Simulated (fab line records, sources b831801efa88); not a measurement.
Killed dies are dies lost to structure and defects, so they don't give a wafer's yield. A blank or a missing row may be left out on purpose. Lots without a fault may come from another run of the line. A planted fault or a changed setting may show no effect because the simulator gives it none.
Which tool did it? | flow gf180mcu | 12 lots, 36 wafers sampled, at 6 steps of a route of 602

WHAT THE GAUGES READ, wafer by wafer
GF_HV_LDD_OVL_MEAS_32.
lot  | measured     | on         | HV_LDD_02_OVL (nm)
L664 | day 11 20:52 | overlay-01 | 2.6 0.5 0.6
L667 | day 12 22:23 | overlay-02 | 1.1 0.6 0.5
L668 | day 13 06:54 | overlay-01 | 1.3 1.4 -0.8
L671 | day 14 07:33 | overlay-01 | 2.4 1.9 2.8
L672 | day 14 14:01 | overlay-02 | 1.7 0.8 2.4
L674 | day 15 05:12 | overlay-02 | 0.8 0.2 -0.4
L676 | day 15 19:53 | overlay-02 | 0.3 0.5 -0.1
L680 | day 17 01:48 | overlay-02 | 1.8 -0.1 -0.3
L681 | day 17 12:05 | overlay-02 | -1.3 0.1 1.2
L683 | day 18 02:26 | overlay-01 | 0.3 -0.2 -1.5
L685 | day 18 20:14 | overlay-02 | 2.2 2.1 3.1
L686 | day 19 02:01 | overlay-01 | 0.9 -0.6 1.5

GF_HV_LDD_CD_MEAS_46: target cd 400 nm.
lot  | measured     | on        | cd_nm (nm)
L664 | day 12 16:44 | cd_sem-02 | 401.8 402.4 403.1
L667 | day 13 19:34 | cd_sem-01 | 399.6 403.1 399.3
L668 | day 14 03:47 | cd_sem-01 | 399.9 401.7 399.9
L671 | day 15 05:49 | cd_sem-01 | 418.9 417.3 418.0
L672 | day 15 11:26 | cd_sem-02 | 414.0 415.2 415.9
L674 | day 16 03:35 | cd_sem-02 | 421.2 418.3 420.2
L676 | day 16 19:10 | cd_sem-01 | 406.8 404.2 405.9
L680 | day 18 01:17 | cd_sem-01 | 402.4 401.6 399.3
L681 | day 18 11:43 | cd_sem-02 | 401.5 400.6 401.3
L683 | day 19 03:26 | cd_sem-02 | 399.8 400.2 402.4
L685 | day 19 21:40 | cd_sem-01 | 401.9 400.2 400.6
L686 | day 20 03:07 | cd_sem-02 | 403.7 404.1 406.0

GF_HV_LDD_THK_MEAS_55.
lot  | measured     | on            | HV_LDD_CVD_54_THK (nm)
L664 | day 12 18:28 | film_metro-02 | 10.25 10.15 10.11
L667 | day 13 21:21 | film_metro-04 | 10.10 10.04 9.92
L668 | day 14 05:30 | film_metro-04 | 9.86 9.97 9.83
L671 | day 15 07:31 | film_metro-03 | 9.95 9.83 9.84
L672 | day 15 13:10 | film_metro-04 | 9.99 10.06 10.11
L674 | day 16 05:19 | film_metro-03 | 10.13 10.26 10.22
L676 | day 16 20:53 | film_metro-03 | 10.05 9.91 10.05
L680 | day 18 03:00 | film_metro-03 | 10.02 10.00 10.11
L681 | day 18 13:25 | film_metro-02 | 9.94 9.98 10.02
L683 | day 19 05:10 | film_metro-04 | 10.14 10.08 10.01
L685 | day 19 23:23 | film_metro-03 | 10.16 10.11 10.28
L686 | day 20 04:49 | film_metro-02 | 10.06 10.01 9.92

WHICH TOOL RAN EACH LOT (tool, then ch and the chambers of the sampled wafers, then the start)
lot  | GF_POLY_GATE_ETCH_13             | GF_HV_LDD_COAT_41                 | GF_HV_LDD_STRIP_49
L664 | rie_si-02 ch 0,2,3, day 9 12:29  | litho_track-01 ch 0, day 12 06:39 | plasma_asher-04 ch 0,1, day 12 17:02
L667 | rie_si-02 ch 0,1,3, day 10 11:52 | litho_track-03 ch 0, day 13 09:13 | plasma_asher-04 ch 0,1, day 13 19:53
L668 | rie_si-02 ch 1,2, day 10 18:53   | litho_track-03 ch 0, day 13 17:18 | plasma_asher-02 ch 0,1, day 14 04:05
L671 | rie_si-01 ch 0,3, day 11 17:52   | litho_track-03 ch 0, day 14 18:37 | plasma_asher-04 ch 0,1, day 15 06:07
L672 | rie_si-02 ch 0,1,2, day 12 00:12 | litho_track-03 ch 0, day 15 00:58 | plasma_asher-02 ch 1, day 15 11:44
L674 | rie_si-02 ch 0,1,3, day 12 12:46 | litho_track-03 ch 0, day 15 16:27 | plasma_asher-02 ch 0, day 16 03:53
L676 | rie_si-01 ch 0,1,2, day 13 02:41 | litho_track-02 ch 0, day 16 07:44 | plasma_asher-01 ch 0,1, day 16 19:29
L680 | rie_si-02 ch 0,2, day 14 06:26   | litho_track-01 ch 0, day 17 13:23 | plasma_asher-04 ch 0, day 18 01:35
L681 | rie_si-01 ch 0,2, day 14 15:23   | litho_track-01 ch 0, day 18 00:02 | plasma_asher-01 ch 0,1, day 18 11:59
L683 | rie_si-02 ch 0,1,2, day 15 05:41 | litho_track-03 ch 0, day 18 14:40 | plasma_asher-04 ch 0,1, day 19 03:44
L685 | rie_si-01 ch 0,1,2, day 15 20:52 | litho_track-01 ch 0, day 19 08:58 | plasma_asher-01 ch 0, day 19 21:58
L686 | rie_si-01 ch 0,2,3, day 16 01:20 | litho_track-01 ch 0, day 19 14:49 | plasma_asher-01 ch 0,1, day 20 03:25
- GF_POLY_GATE_ETCH_13: etches poly-Si in HBr/Cl2, stops on SiO2, target depth 198.5 nm, time 69.6 s.
- GF_HV_LDD_COAT_41: resist thk 1000 nm.
- GF_HV_LDD_STRIP_49: strips in O2/N2.

WHAT THE TOOLS THEMSELVES READ (means of the sampled wafers that have a number; where no wafer has one, the mark that the record gives instead)
GF_POLY_GATE_ETCH_13.
lot  | tool      | drypump_motor_current_A (A) | oes_product_au (a.u.) | rf_fwd_power_W (W) | throttle_valve_pct (%)
L664 | rie_si-02 | 5.3                         | 0.991                 | 397.7              | 33.686
L667 | rie_si-02 | 5.4                         | 0.984                 | 398.5              | 33.694
L668 | rie_si-02 | 5.7                         | 0.984                 | 397.3              | 33.688
L671 | rie_si-01 | 5.7                         | 0.987                 | 396.9              | 33.679
L672 | rie_si-02 | 5.6                         | 0.989                 | 396.9              | 33.676
L674 | rie_si-02 | 5.3                         | 0.986                 | 397.1              | 33.684
L676 | rie_si-01 | 5.1                         | 0.982                 | 396.1              | 33.689
L680 | rie_si-02 | 5.5                         | 0.992                 | 396.9              | 33.686
L681 | rie_si-01 | 5.2                         | 0.990                 | 397.1              | 33.687
L683 | rie_si-02 | 5.6                         | 0.997                 | 397.3              | 33.679
L685 | rie_si-01 | 5.1                         | 0.988                 | 396.8              | 33.678
L686 | rie_si-01 | 5.4                         | 0.991                 | 396.4              | 33.682

GF_HV_LDD_COAT_41.
lot  | tool           | resist_line_temp_C (C) | spin_speed_rpm (rpm)
L664 | litho_track-01 | 23.00                  | 3001.7
L667 | litho_track-03 | 22.96                  | 3000.8
L668 | litho_track-03 | 23.00                  | 3001.5
L671 | litho_track-03 | 22.95                  | 4031.6
L672 | litho_track-03 | 22.97                  | 4033.6
L674 | litho_track-03 | 22.92                  | 4030.5
L676 | litho_track-02 | 23.02                  | 2999.9
L680 | litho_track-01 | 22.96                  | 2999.7
L681 | litho_track-01 | 23.01                  | 2997.3
L683 | litho_track-03 | 22.92                  | 3000.2
L685 | litho_track-01 | 22.93                  | 3001.5
L686 | litho_track-01 | 23.18                  | 2997.5

GF_HV_LDD_STRIP_49.
lot  | tool            | drypump_motor_current_A (A) | heater_power_w (W) | oes_product_au (a.u.) | platen_temp_c (C) | strip_time_to_endpoint_s (s)
L664 | plasma_asher-04 | 5.6                         | 295                | 0.719                 | 249.89            | 12.59
L667 | plasma_asher-04 | 5.4                         | 309                | 0.711                 | 249.97            | 12.62
L668 | plasma_asher-02 | 5.3                         | 356                | 0.716                 | 249.88            | 12.62
L671 | plasma_asher-04 | 5.6                         | 293                | 0.689                 | 249.86            | 10.99
L672 | plasma_asher-02 | 6.0                         | 347                | 0.693                 | 249.90            | 10.97
L674 | plasma_asher-02 | 4.9                         | 360                | 0.690                 | 249.94            | 10.98
L676 | plasma_asher-01 | 5.3                         | 321                | 0.712                 | 249.85            | 12.59
L680 | plasma_asher-04 | 5.8                         | 283                | 0.720                 | 250.26            | 12.62
L681 | plasma_asher-01 | 5.3                         | 316                | 0.710                 | 250.01            | 12.66
L683 | plasma_asher-04 | 5.4                         | 306                | 0.715                 | 249.84            | 12.61
L685 | plasma_asher-01 | 5.2                         | 331                | 0.715                 | 249.99            | 12.65
L686 | plasma_asher-01 | 5.5                         | 303                | 0.720                 | 249.94            | 12.66

THE ANSWER, worked out from the rows above alone
Rule: what is usual is taken from the lots themselves. Put in order of their means at a reading, lots are off if they are a third of the lots or fewer, leave a main group of 4 or more, and stand apart from it by a gap of 3 or more times the standard deviation of the main group's means; of several such gaps the widest counts. A main group whose means are all the same, to the digits that the tables above print for the reading, isn't used. A lot without any number at a reading at which 4 lots or more have one is off too. The other lots that the step has rows for count as sound. The gauges are gone through in route order, then the tools' own readings, and for those a lot's mean is taken as printed above. The first step at which some lot is off is used, and at that step the reading that is off furthest; a lot without a number counts as furthest.
Off: L671, L672, L674, at GF_HV_LDD_CD_MEAS_46 (cd_nm). The main group: mean 402.0 nm, standard deviation 1.8.
A tool fits if, at a process step before that reading, it ran every lot that is off, and no sound lot after the first of them. The gauges at GF_HV_LDD_CD_MEAS_46 aren't tried: what is off there is off at GF_HV_LDD_COAT_41 too, on other tools, and a gauge's error can't cause that. None of those tried fits.

WHAT THE SIMULATOR HAD PUT IN
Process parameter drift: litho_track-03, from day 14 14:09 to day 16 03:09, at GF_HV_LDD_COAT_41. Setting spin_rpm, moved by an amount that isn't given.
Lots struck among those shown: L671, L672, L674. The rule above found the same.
